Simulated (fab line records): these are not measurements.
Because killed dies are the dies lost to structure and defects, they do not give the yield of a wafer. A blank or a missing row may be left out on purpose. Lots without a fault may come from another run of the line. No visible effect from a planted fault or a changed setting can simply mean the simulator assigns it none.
What tool caused it? :: flow sky130 :: 33 wafers from 11 lots sampled at 3 of the route's 708 steps

## WHAT THE GAUGES SHOWED, per wafer
SKY_METAL5_RS_MEAS_05: measures by four-point-probe.
lot: L306
measured: day 43 01:20
on: film_metro-02
METAL5_ALCU_RS (ohm/sq): 0.02666 0.02698 0.02678

lot: L307
measured: day 43 03:55
on: film_metro-04
METAL5_ALCU_RS (ohm/sq): 0.02696 0.02733 0.02719

lot: L308
measured: day 43 06:33
on: film_metro-04
METAL5_ALCU_RS (ohm/sq): 0.02697 0.02681 0.02681

lot: L309
measured: day 43 19:55
on: film_metro-04
METAL5_ALCU_RS (ohm/sq): 0.02688 0.02716 0.02688

lot: L312
measured: day 44 12:40
on: film_metro-04
METAL5_ALCU_RS (ohm/sq): 0.02744 0.02745 0.02742

lot: L317
measured: day 45 13:41
on: film_metro-04
METAL5_ALCU_RS (ohm/sq): 0.02725 0.02714 0.02713

lot: L320
measured: day 46 08:08
on: film_metro-04
METAL5_ALCU_RS (ohm/sq): 0.02692 0.02681 0.02663

lot: L325
measured: day 47 17:46
on: film_metro-02
METAL5_ALCU_RS (ohm/sq): 0.02696 0.02738 0.02675

lot: L326
measured: day 47 21:59
on: film_metro-04
METAL5_ALCU_RS (ohm/sq): 0.02748 0.02743 0.02721

lot: L328
measured: day 48 12:31
on: film_metro-02
METAL5_ALCU_RS (ohm/sq): 0.02741 0.0271 0.02732

lot: L329
measured: day 48 15:04
on: film_metro-02
METAL5_ALCU_RS (ohm/sq): 0.02679 0.02703 0.02655

## WHICH TOOL RAN EACH LOT (tool, then ch and the chambers of the sampled wafers, then the start)
lot: L306
SKY_VIA1_CMP_24: cmp-02 ch 1,2,3, day 34 05:26
SKY_VIA4_SPUTTER_17: pvd_sputter-03, day 43 00:29

lot: L307
SKY_VIA1_CMP_24: cmp-01 ch 0,1, day 34 11:57
SKY_VIA4_SPUTTER_17: pvd_sputter-01, day 43 03:04

lot: L308
SKY_VIA1_CMP_24: cmp-02 ch 1,2,3, day 34 12:00
SKY_VIA4_SPUTTER_17: pvd_sputter-04, day 43 05:40

lot: L309
SKY_VIA1_CMP_24: cmp-01 ch 0,1,2, day 35 05:40
SKY_VIA4_SPUTTER_17: pvd_sputter-01, day 43 18:47

lot: L312
SKY_VIA1_CMP_24: cmp-01 ch 1,2,3, day 35 23:52
SKY_VIA4_SPUTTER_17: pvd_sputter-03, day 44 11:40

lot: L317
SKY_VIA1_CMP_24: cmp-01 ch 1,2,3, day 37 05:34
SKY_VIA4_SPUTTER_17: pvd_sputter-01, day 45 12:50

lot: L320
SKY_VIA1_CMP_24: cmp-02 ch 0,2, day 38 02:42
SKY_VIA4_SPUTTER_17: pvd_sputter-04, day 46 05:08

lot: L325
SKY_VIA1_CMP_24: cmp-02 ch 1,2,3, day 39 20:16
SKY_VIA4_SPUTTER_17: pvd_sputter-04, day 47 16:53

lot: L326
SKY_VIA1_CMP_24: cmp-02 ch 0,2,3, day 39 23:36
SKY_VIA4_SPUTTER_17: pvd_sputter-01, day 47 21:05

lot: L328
SKY_VIA1_CMP_24: cmp-02 ch 0,2,3, day 40 17:53
SKY_VIA4_SPUTTER_17: pvd_sputter-01, day 48 11:40

lot: L329
SKY_VIA1_CMP_24: cmp-01 ch 1,2,3, day 40 23:46
SKY_VIA4_SPUTTER_17: pvd_sputter-04, day 48 14:10
- SKY_VIA1_CMP_24: polishes, stops on SiO2, t overpolish 15 s, target thk 0 nm.
- SKY_VIA4_SPUTTER_17: material TiN, target thk 20 nm, time 80 s.

## THE ANSWER, worked out from the rows above alone
Rule: the lots themselves supply what counts as usual. The widest of any qualifying gaps counts: lots, ordered by their means at a reading, are off when they make up no more than a third of the lots, leave a main group of 4 or more, and stand apart from it by 3 or more times the standard deviation of that group's means. A main group is skipped when, at the precision printed for the reading in the tables above, its means are all equal. A lot without any number at a reading at which 4 lots or more have one is off too. All remaining lots with rows at the step are treated as sound.
No lot is off on any of the readings shown, so nothing can be concluded from this.

## WHAT THE SIMULATOR HAD PUT IN
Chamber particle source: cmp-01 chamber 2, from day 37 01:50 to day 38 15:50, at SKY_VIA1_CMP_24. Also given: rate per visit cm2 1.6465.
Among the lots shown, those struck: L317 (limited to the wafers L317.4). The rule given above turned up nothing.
